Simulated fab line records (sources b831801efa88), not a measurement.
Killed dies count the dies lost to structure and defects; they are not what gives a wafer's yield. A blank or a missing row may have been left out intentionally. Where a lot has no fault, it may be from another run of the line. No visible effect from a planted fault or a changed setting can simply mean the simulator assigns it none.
Struck lot and sound lot, side by side | flow sky130 | 17 steps out of a route of 708
Sound: wafers L596.1, L596.2, L596.5. Struck: wafers L607.2, L607.5 (left out: L607.4, a lot-mate that was not struck); the cause follows at the end.
At each step with rows: each side's tool, then ch and its chambers, then its first start. Under that, the readings that differ: sound wafers | struck wafers | difference of the means | sigmas: that difference in standard deviations of wafers without a fault.
alike: same words and numbers on both sides, and readings whose means sit less than 2 such deviations apart. not compared: any withheld reading, any reading some wafer has no value for, any bound like >300 that may hide the same value, and any number with overlapping values for which the record gives no deviation.
Wherever a step has rows on one side only, a row that says differs or no value, or a row with sigmas, the two part there. Numbers that have no deviation but don't overlap get no sigmas and don't part them. A reading that every wafer of one side lacks parts them only if that side has two wafers or more.

first, 2 steps without rows for these wafers: SKY_LOCAL_INTERCONNECT_PEB_09; SKY_LOCAL_INTERCONNECT_DEVELOP_10 (develop time 60 s).
SKY_LOCAL_INTERCONNECT_CD_MEAS_11 targets a cd of 170 nm.
  sound: cd sem-02 at day 30 09:29; struck: cd sem-01 at day 34 00:58
  alike: cd nm
SKY_LOCAL_INTERCONNECT_OVL_MEAS_12:
  sound: overlay-02 at day 30 09:37; struck: overlay-02 at day 34 01:04
  alike: LOCAL_INTERCONNECT_OVL
SKY_LOCAL_INTERCONNECT_ETCH_13: etches BARC in N2/H2, stops on SiO2, time 45.9 s, target depth 60 nm.
  sound on rie metal-04 ch 0, day 30 09:38; struck on rie metal-03 ch 0, day 34 01:07
  alike: drypump motor current A, oes product au, rf fwd power W, throttle valve pct
  not compared: rf hours counter h
SKY_LOCAL_INTERCONNECT_METAL_ETCH_14: etches TiN in Cl2/BCl3, stops on PSG, target depth 110 nm, time 31.4 s.
  sound on rie metal-04 ch 0, day 30 09:46; struck on rie metal-03 ch 0, day 34 01:14
  alike: bcl3 flow sccm, drypump motor current A, oes product au, rf fwd power W, throttle valve pct
  not compared: rf hours counter h
SKY_LOCAL_INTERCONNECT_STRIP_15: strips in O2/N2.
  sound on plasma asher-03 ch 0,1, day 30 09:52; struck on plasma asher-01 ch 0,1, day 34 01:19
  alike: drypump motor current A, oes product au, strip time to endpoint s
  not compared: rf hours counter h
then, 3 steps without rows for these wafers: SKY_LOCAL_INTERCONNECT_STRIP_16 (strips in post etch residue remover, time 1200 s); SKY_LOCAL_INTERCONNECT_CLEAN_17 (cleans in IPA, time 180 s); SKY_LOCAL_INTERCONNECT_CLEAN_18 (cleans in O3/DIW).
SKY_CONTACT_CVD_00: deposits Si3N4, target thk 75 nm.
  sound on pecvd-02 ch 1,2, day 30 10:36; struck on pecvd-02 ch 2, day 34 01:55
  alike: heater power w, rf fwd power W
SKY_CONTACT_THK_MEAS_01:
  sound: film metro-04 at day 30 10:38; struck: film metro-02 at day 34 01:58
  alike: CONTACT_CVD_00_THK
SKY_CONTACT_HDPCVD_02: deposits SiO2, target thk 565 nm, time 94.2 s.
  sound on hdpcvd-01 ch 0,2, day 30 10:42; struck on hdpcvd-02 ch 0,2, day 34 02:01
  reading                                     | sound             | struck      | difference | sigmas
  model.SiO2_of_CONTACT_HDPCVD_02.thk nm (nm) | 563.4 575.8 564.2 | 954.1 954.2 | +386.4     |
SKY_CONTACT_THK_MEAS_03:
  sound: film metro-02 at day 30 10:46; struck: film metro-04 at day 34 02:07
  reading                 | sound       | struck  | difference | sigmas
  CONTACT_HDPCVD_THK (nm) | 564 576 564 | 955 955 | +387       | +45
SKY_CONTACT_CMP_04: polishes SiO2.
  sound on cmp-02 ch 1,3, day 30 10:53; struck on cmp-02 ch 0, day 34 02:13
  reading                | sound    | struck  | difference | sigmas
  time to endpoint s (s) | 93 87 81 | 233 233 | +146       | +27
  alike: motor current A
SKY_CONTACT_BOW_MEAS_05:
  sound: film metro-04 at day 30 11:08; struck: film metro-04 at day 34 02:29
  alike: CONTACT_BOW
then, 1 step without rows for these wafers: SKY_PAD_OPEN_PROBE_99.

WHERE THEY PART
Last at SKY_CONTACT_CMP_04 as far as this record goes, first at SKY_CONTACT_THK_MEAS_03. Later steps at which nothing parts them and some readings are alike: SKY_CONTACT_BOW_MEAS_05.

WHY: what had been put in by the simulator
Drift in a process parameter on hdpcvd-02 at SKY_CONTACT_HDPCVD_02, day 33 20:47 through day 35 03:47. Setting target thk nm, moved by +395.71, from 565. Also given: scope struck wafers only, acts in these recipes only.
